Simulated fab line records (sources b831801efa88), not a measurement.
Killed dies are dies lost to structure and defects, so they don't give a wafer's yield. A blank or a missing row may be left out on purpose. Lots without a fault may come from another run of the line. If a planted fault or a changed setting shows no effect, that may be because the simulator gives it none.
Code-filled problem report in 8D (eight disciplines) form -- flow sky130 -- the parts of the form that need people (team, actions taken, sign-off) are left out

## 1. THE PROBLEM
Wafers without a fault read 100.01 C, standard deviation 0.12; plate temp C at SKY_POLY_GATE_SOFTBAKE_09 reads a mean of 101.28 C on 6 wafers belonging to 2 lots. That puts it +11 standard deviations away from the usual mean.
The step: time 90 s.
Earliest sighting: wafer L536.2 on litho track-04 at day 18 05:00. Wafers with a number at this step in the record: 39, from 13 lots. The rule behind "out" and "out of limits": a value lying over 4 standard deviations away from the usual mean. All remaining wafers that have a number are taken as sound.

## 2. WHAT THIS IS AND IS NOT
question,is,is not
which readings at this step,"plate temp C, heater power total W",-
which lots,"L536, L537","L531, L533, L543, L544, L545, L546, L547, L549, L550, L551, L552"
which wafers of those lots,all that have a number,-
read on which tools,litho track-04,"litho track-01, litho track-03"
when,from day 18 05:00,"up to then (6 sound wafers); but 27 sound wafers of L543, L544, L545, L546, L547, L549, L550, L551, L552 came after"

## 3. THE SUSPECTS, EACH WITH WHAT RULES IT OUT
Counting: any tool at a process step up to the reading is kept as a suspect provided that every lot that is out went through it and no sound lot did after the first of them.
- litho track-04 at SKY_POLY_GATE_SOFTBAKE_09 (time 90 s): ruled out as a lasting fault. Sound lots L544, L551, L552 ran on it after its first lot that is out, L536 (day 18 05:00).
Left after counting: nothing in the record.

## 4. THE CAUSE (what the simulator had put in)
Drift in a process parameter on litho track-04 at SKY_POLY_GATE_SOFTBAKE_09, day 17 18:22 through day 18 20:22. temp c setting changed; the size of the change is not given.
Counting ruled it out, wrongly.

## 5. THE CHAIN OF EFFECTS, in route order
Each row: a reading where the mean over the struck wafers with a number is more than 3 standard deviations away from the usual. Scope: only readings with a usual standard deviation given in the record; hours: median across lots of the time from each lot's start at the first step in this table that gives one to its start at this step; sigmas: change in usual standard deviations.
hours,step,reading,usual,on struck wafers,change,sigmas
0,SKY_POLY_GATE_SOFTBAKE_09,heater power total W,57.36 W,58.35,+0.99,+9.0
0,SKY_POLY_GATE_SOFTBAKE_09,plate temp C,100.01 C,101.28,+1.27,+11
Here are the process steps it includes:
- SKY_POLY_GATE_SOFTBAKE_09: time 90 s.

## 6. WHAT WOULD HAVE CAUGHT IT SOONER
In this record the first reading out of limits was taken at day 18 05:00, 11 hours after the fault began at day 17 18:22.
